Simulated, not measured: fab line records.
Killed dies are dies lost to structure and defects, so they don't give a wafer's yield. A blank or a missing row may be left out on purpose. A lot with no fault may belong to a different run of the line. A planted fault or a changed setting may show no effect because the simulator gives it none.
The tool behind it: which one? -- flow sky130 -- Sampling: 11 lots, 33 wafers, 2 of 708 route steps

== WHAT EACH GAUGE READ, for each wafer ==
SKY_VIA2_BOW_MEAS_03. Usual: for VIA2_BOW the level is 88 um and the standard deviation is 7.1.
lot,measured,on,VIA2_BOW (um),flag
L567,day 35 14:13,filmMetro-01,89 98 82,
L568,day 36 01:57,filmMetro-03,88 86 87,
L571,day 36 15:01,filmMetro-01,79 99 92,
L578,day 39 00:06,filmMetro-01,82 98 87,
L581,day 39 19:53,filmMetro-03,78 91 90,
L583,day 40 07:15,filmMetro-02,82 82 86,
L584,day 40 13:50,filmMetro-03,86 92 88,
L585,day 40 15:50,filmMetro-03,90 93 92,
L586,day 40 23:02,filmMetro-02,87 90 84,
L588,day 41 08:37,filmMetro-02,84 84 83,
L589,day 41 18:43,filmMetro-01,81 85 93,

== EACH LOT AND THE TOOL THAT RAN IT (in order: tool; ch and the chambers of the sampled wafers; start) ==
lot,SKY_METAL2_SPUTTER_01
L567,"pvdSputter-01, day 34 11:02"
L568,"pvdSputter-01, day 34 22:53"
L571,"pvdSputter-01, day 35 12:38"
L578,"pvdSputter-01, day 37 21:38"
L581,"pvdSputter-02, day 38 17:26"
L583,"pvdSputter-04, day 39 05:10"
L584,"pvdSputter-02, day 39 11:41"
L585,"pvdSputter-04, day 39 14:10"
L586,"pvdSputter-02, day 39 20:53"
L588,"pvdSputter-04, day 40 06:40"
L589,"pvdSputter-02, day 40 17:04"
- SKY_METAL2_SPUTTER_01: material TiN, target thk 20 nm, time 16.7 s.

== WHAT THE TOOLS THEMSELVES READ (means of the sampled wafers that have a number; where no wafer has one, the mark that the record gives instead) ==
SKY_METAL2_SPUTTER_01. Usual: throttleValvePct reads 29.8 % (standard deviation 1).
lot,tool,throttleValvePct (%),flag
L567,pvdSputter-01,29.5,
L568,pvdSputter-01,30.0,
L571,pvdSputter-01,30.2,
L578,pvdSputter-01,30.3,
L581,pvdSputter-02,30.0,
L583,pvdSputter-04,28.5,
L584,pvdSputter-02,29.6,
L585,pvdSputter-04,30.6,
L586,pvdSputter-02,29.5,
L588,pvdSputter-04,29.6,
L589,pvdSputter-02,28.8,

== THE ANSWER, worked out from the rows above alone ==
Rule: take the mean of a lot's wafers that have a number; if it is more than 3 standard deviations from the usual mean, the lot is off. A lot without any number at a reading at which 4 lots or more have one is off too. Where the step has rows for the other lots, those lots are counted as sound. Order of review: gauges by route order, followed by the tools' own readings, for which a lot's mean as printed above is used. The first step at which some lot is off is used, and at that step the reading that is off furthest; a lot without a number counts as furthest.
Nothing can be told from this: no lot is off at any reading shown.

== WHAT THE SIMULATOR HAD INSERTED ==
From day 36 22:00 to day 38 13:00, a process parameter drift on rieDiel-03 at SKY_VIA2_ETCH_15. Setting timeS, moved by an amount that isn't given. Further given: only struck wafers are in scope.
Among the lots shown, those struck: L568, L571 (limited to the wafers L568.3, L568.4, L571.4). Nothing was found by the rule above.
